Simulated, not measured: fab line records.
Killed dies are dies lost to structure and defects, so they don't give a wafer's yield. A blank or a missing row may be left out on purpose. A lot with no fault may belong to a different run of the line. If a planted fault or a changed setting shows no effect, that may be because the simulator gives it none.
Struck lot and sound lot, side by side ; flow sky130 ; 15 out of 708 route steps
Sound: the wafers L945.1, L945.3, L945.5. Wafers struck: L937.2, L937.3, L937.4. Last of all comes the cause.
Per side, at each step with rows, come the tool, then ch with its chambers, and then its first start. Under that, the readings that differ: sound wafers ; struck wafers ; difference of the means ; sigmas: that difference in standard deviations of wafers without a fault.
alike: words and numbers the same on both sides, and readings whose means are apart by under 2 such deviations; not compared: readings that were withheld, readings missing a value for some wafer, numbers with overlapping values and no deviation given by the record, and bounds like >300 which may hide the same value.
A row with sigmas, a row that says differs or no value, or rows on one side alone: a step with any of these is where the two part. When numbers do not overlap yet have no deviation, they are printed without sigmas and do not part them. Lack of a reading on every wafer of one side parts them only where that side has two or more wafers.

first, 9 steps without rows for these wafers: SKY_CAPM_CLEAN_17 (cleans in O3/DIW); SKY_METAL3_DEHYDRATE_05 (time 60 s); SKY_METAL3_HMDS_06 (prime time 60 s); SKY_METAL3_COAT_07 (resist thk 60 nm); SKY_METAL3_COAT_08 (resist thk 1140 nm); SKY_METAL3_SOFTBAKE_09 (time 90 s); SKY_METAL3_EXPOSE_10 (exposes mask MM3, target cd 300 nm); SKY_METAL3_PEB_11; SKY_METAL3_DEVELOP_12 (develop time 60 s).
SKY_METAL3_CD_MEAS_13: the cd target is 300 nm.
  struck on cd_sem-02, day 41 20:37; sound on cd_sem-01, day 44 02:31
  alike: cd_nm
SKY_METAL3_OVL_MEAS_14:
  struck on overlay-01, day 41 20:43; sound on overlay-02, day 44 02:38
  alike: METAL3_OVL
SKY_METAL3_DESCUM_15: chemistry O2, time 8 s.
  sound on rie_metal-01 ch 0,1, day 44 02:40; struck on rie_metal-04 ch 0,1, day 41 20:45
  alike: drypump_motor_current_A, he_backside_leak_sccm, oes_product_au
  not compared: rf_hours_counter_h
SKY_METAL3_ETCH_16: etches BARC in N2/H2, stops on SiO2, time 88.2 s, target depth 60 nm.
  sound on rie_metal-01 ch 0,1, day 44 02:41; struck on rie_metal-04 ch 0,1, day 41 20:47
reading;sound;struck;difference;sigmas
rf_fwd_power_W (W);498.6 496.1 496.4;575.6 577.4 578.1;+80.0;+44
model.SiO2_of_CAPM_CVD_00.thk_nm (nm);15.27 15.34 15.7;14.78 14.52 14.88;-0.71;
  alike: drypump_motor_current_A, h2_flow_sccm, he_backside_leak_sccm, oes_product_au, throttle_valve_pct
  not compared: rf_hours_counter_h, model.KrF-thick_of_METAL3_COAT_08.thk_nm
SKY_METAL3_ETCH_17: etches SiO2 in C4F8/O2/Ar, stops on TiN, time 3.9 s, target depth 15 nm.
  sound on rie_diel-02 ch 0,1,3, day 44 02:47; struck on rie_diel-01 ch 0,1, day 41 20:53
  alike: oes_product_au, rf_fwd_power_W
-- the record jumps here: 7 days lie between the struck wafers' starts before and after (it left off in module METAL3 and takes up again in module PAD_OPEN, whose first step shown is number 708 of the route) --
SKY_PAD_OPEN_PROBE_99:
  the record has rows for the struck wafers here (prober-01, day 48 12:37) and none for the sound ones

WHERE THEY PART
Earliest at SKY_METAL3_ETCH_16; latest, in this record, at SKY_PAD_OPEN_PROBE_99.

WHY: what the simulator had put in
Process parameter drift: rie_metal-04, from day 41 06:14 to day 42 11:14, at SKY_METAL3_ETCH_16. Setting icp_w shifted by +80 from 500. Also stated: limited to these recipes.
